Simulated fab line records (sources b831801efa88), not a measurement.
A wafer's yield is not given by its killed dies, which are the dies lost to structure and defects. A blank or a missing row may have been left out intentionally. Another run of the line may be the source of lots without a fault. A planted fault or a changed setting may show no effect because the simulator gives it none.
Chamber matching ; flow sky130 ; 4 sister chambers for SKY_VIA4_CMP_02 on cmp-02
The step polishes SiO2. 8 wafers are shown with their chamber, then 8 later ones without.

== WAFERS WITH THEIR CHAMBER ==
wafer;chamber;motorCurrentA (A)
L768.5;0;11.5
L769.1;1;11.1
L774.1;2;13.8
L774.3;0;12.2
L778.1;1;11.7
L778.4;3;16.0
L778.5;2;14.2
L779.2;3;15.6

== WAFERS MISSING THEIR CHAMBER ==
wafer;motorCurrentA (A)
L779.3;11.3
L779.4;11.1
L780.4;15.7
L780.5;11.2
L780.6;15.3
L785.1;16.3
L785.3;12.5
L785.6;13.6

== WHICH CHAMBER EACH WENT THROUGH ==
wafer;from the rows above;in truth
L779.3;can't be placed: 1 or 0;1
L779.4;can't be placed: 1 or 0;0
L780.4;3;3
L780.5;can't be placed: 1 or 0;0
L780.6;3;3
L785.1;3;3
L785.3;can't be placed: 0 or 1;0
L785.6;2;2
4 of 8 placed correctly. These rows do not allow placing 4 (true chamber among the candidates in 4). 0 placed wrongly.
How it was worked out, from the rows above alone: a wafer's distance from a chamber is the root of the sum, over the readings, of the square of ((its reading less the chamber's mean) divided by the reading's scatter). If the next closest chamber is less than 2 further off than the closest, the wafer can't be placed; otherwise it belongs to the closest. Each chamber's mean is taken over the wafers shown for it. How the scatter is found: for the shown wafers, subtract from each reading the mean of its chamber, square and add these, divide the total by (wafers less chambers), then take the root.
